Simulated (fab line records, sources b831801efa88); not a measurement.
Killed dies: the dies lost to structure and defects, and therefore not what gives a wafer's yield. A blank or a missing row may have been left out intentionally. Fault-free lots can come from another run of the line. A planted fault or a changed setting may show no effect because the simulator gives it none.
A struck lot beside a sound one | flow gf180mcu | 43 steps out of a route of 602
Sound: the wafers L767.1, L767.2, L767.5. Struck: wafer L774.1 (left out: L774.2, a lot-mate that was not struck); the cause follows at the end.
Order at every step that has rows: each side's tool, ch and its chambers, its first start. Under that, the readings that differ: sound wafers | struck wafers | difference of the means | sigmas: that difference in standard deviations of wafers without a fault.
alike: readings with means less than 2 such deviations apart, plus words and numbers identical on both sides. not compared: withheld readings, readings lacking a value on some wafer, bounds such as >300 that could conceal the same value, and numbers that have no deviation in the record and whose values overlap.
Wherever a step has rows on one side only, a row that says differs or no value, or a row with sigmas, the two part there. When numbers do not overlap yet have no deviation, they are printed without sigmas and do not part them. Lack of a reading on every wafer of one side parts them only where that side has two or more wafers.

first, 2 steps without rows for these wafers: GF_CONTACT_CLEAN_20 (cleans in DIW); GF_CONTACT_CLEAN_21 (cleans in dHF, time 20 s).
GF_CONTACT_SPUTTER_22: material Ti, target thk 15 nm, time 80.02 s.
  sound on pvd sputter-03, day 17 01:48; struck on pvd sputter-03, day 19 15:48
  reading                | sound          | struck | difference | sigmas
  throttle valve pct (%) | 28.5 31.3 32.5 | 28.4   | -2.4       | -2
  alike: chamber pressure pa
then, 2 steps without rows for these wafers: GF_CONTACT_SPUTTER_23 (material TiN, target thk 10 nm, time 40 s); GF_CONTACT_CVD_24 (deposits W, target thk 300 nm, time 90.339 s).
GF_CONTACT_RS_MEAS_25: measures by four-point-probe.
  sound on film metro-02, day 17 02:06; struck on film metro-03, day 19 16:00
  alike: CONTACT_W_RS
GF_CONTACT_THK_MEAS_26: measures by xrf.
  sound on film metro-02, day 17 02:13; struck on film metro-03, day 19 16:07
  alike: CONTACT_W_THK
GF_CONTACT_CMP_27: polishes, stops on SiO2, t overpolish 15 s, target thk 0 nm.
  sound on cmp-02 ch 0,1, day 17 02:17; struck on cmp-02 ch 0, day 19 16:11
  alike: motor current A, overpolish run s, time to endpoint s
then, 2 steps without rows for these wafers: GF_M1_SPUTTER_00 (material Ti, target thk 37.5 nm, time 150 s); GF_M1_SPUTTER_01 (material TiN, target thk 30 nm, time 25 s).
GF_M1_SPUTTER_02: material AlCu, target thk 450 nm, time 23.9 s.
  sound on pvd sputter-01, day 17 02:43; struck on pvd sputter-04, day 19 16:37
  alike: chamber pressure pa, throttle valve pct
GF_M1_SPUTTER_03: material Ti, target thk 10 nm, time 6.7 s.
  sound on pvd sputter-01, day 17 02:45; struck on pvd sputter-04, day 19 16:38
  alike: chamber pressure pa, throttle valve pct
GF_M1_SPUTTER_04: material TiN, target thk 50 nm, time 41.7 s.
  sound on pvd sputter-01, day 17 02:46; struck on pvd sputter-04, day 19 16:40
  reading                                | sound             | struck | difference | sigmas
  model.TiN_of_M1_SPUTTER_04.thk nm (nm) | 49.55 49.32 49.37 | 44.47  | -4.94      |
  alike: chamber pressure pa, throttle valve pct
GF_M1_RS_MEAS_05: measures by four-point-probe.
  sound on film metro-03, day 17 02:49; struck on film metro-01, day 19 16:42
  alike: M1_ALCU_RS
GF_M1_THK_MEAS_06: measures by xrf.
  sound on film metro-03, day 17 02:56; struck on film metro-01, day 19 16:49
  alike: M1_ALCU_THK
then, 7 steps without rows for these wafers: GF_M1_DEHYDRATE_07 (time 60 s); GF_M1_HMDS_08 (prime time 60 s); GF_M1_COAT_09 (resist thk 1000 nm); GF_M1_SOFTBAKE_10 (time 60 s); GF_M1_EXPOSE_11 (exposes mask Metal1, target cd 230 nm); GF_M1_PEB_12 (peb time 90 s); GF_M1_DEVELOP_13 (develop time 60 s).
GF_M1_CD_MEAS_14: target cd 230 nm.
  sound on cd sem-02, day 18 03:47; struck on cd sem-02, day 20 15:38
  alike: cd nm
GF_M1_OVL_MEAS_15:
  sound on overlay-01, day 18 03:54; struck on overlay-02, day 20 15:46
  alike: M1_OVL
then, 5 steps without rows for these wafers: GF_M1_METAL_ETCH_16 (etches the open film in Cl2/BCl3, stops on SiO2, target depth 750.8 nm, time 125.1 s); GF_M1_STRIP_17 (strips in O2/N2); GF_M1_STRIP_18 (strips in post etch residue remover, time 1200 s); GF_M1_CLEAN_19 (cleans in DIW); GF_V1_CVD_00 (deposits SiO2, target thk 600 nm, time 100 s).
GF_V1_THK_MEAS_01:
  sound on film metro-04, day 18 04:49; struck on film metro-02, day 20 16:32
  alike: V1_CVD_00_THK
GF_V1_CVD_02: deposits SiO2 from TEOS, target thk 850 nm, time 94.851 s.
  sound on pecvd-01 ch 1,2, day 18 04:52; struck on pecvd-01 ch 2, day 20 16:35
  alike: heater power outer w, heater power w
GF_V1_THK_MEAS_03:
  sound on film metro-01, day 18 04:56; struck on film metro-04, day 20 16:40
  alike: V1_CVD_02_THK
then, 1 step without rows for these wafers: GF_V1_CMP_04 (polishes SiO2).
GF_V1_BOW_MEAS_05:
  sound on film metro-01, day 18 05:35; struck on film metro-02, day 20 17:01
  alike: V1_BOW
then, 8 steps without rows for these wafers: GF_V1_DEHYDRATE_06 (time 60 s); GF_V1_HMDS_07 (prime time 60 s); GF_V1_COAT_08; GF_V1_COAT_09 (resist thk 1000 nm); GF_V1_SOFTBAKE_10 (time 60 s); GF_V1_EXPOSE_11 (exposes mask Via1, target cd 260 nm); GF_V1_PEB_12 (peb time 90 s); GF_V1_DEVELOP_13 (develop time 60 s).
GF_V1_STRIP_19: strips in post etch residue remover, time 1200 s.
  sound on wet bench-01 ch 0, day 19 07:52; struck on wet bench-01 ch 2, day 21 15:28
  reading                                | sound             | struck | difference | sigmas
  model.TiN_of_M1_SPUTTER_04.thk nm (nm) | 48.72 48.48 48.53 | 43.63  | -4.95      |

## WHERE THEY PART
At GF_CONTACT_SPUTTER_22 and nowhere else, as far as this record goes. Later steps at which nothing parts them and some readings are alike: GF_CONTACT_RS_MEAS_25, GF_CONTACT_THK_MEAS_26, GF_CONTACT_CMP_27, GF_M1_SPUTTER_02, GF_M1_SPUTTER_03, GF_M1_SPUTTER_04, GF_M1_RS_MEAS_05, GF_M1_THK_MEAS_06, GF_M1_CD_MEAS_14, GF_M1_OVL_MEAS_15, GF_V1_THK_MEAS_01, GF_V1_CVD_02, GF_V1_THK_MEAS_03, GF_V1_BOW_MEAS_05.

WHY: the cause the simulator had injected
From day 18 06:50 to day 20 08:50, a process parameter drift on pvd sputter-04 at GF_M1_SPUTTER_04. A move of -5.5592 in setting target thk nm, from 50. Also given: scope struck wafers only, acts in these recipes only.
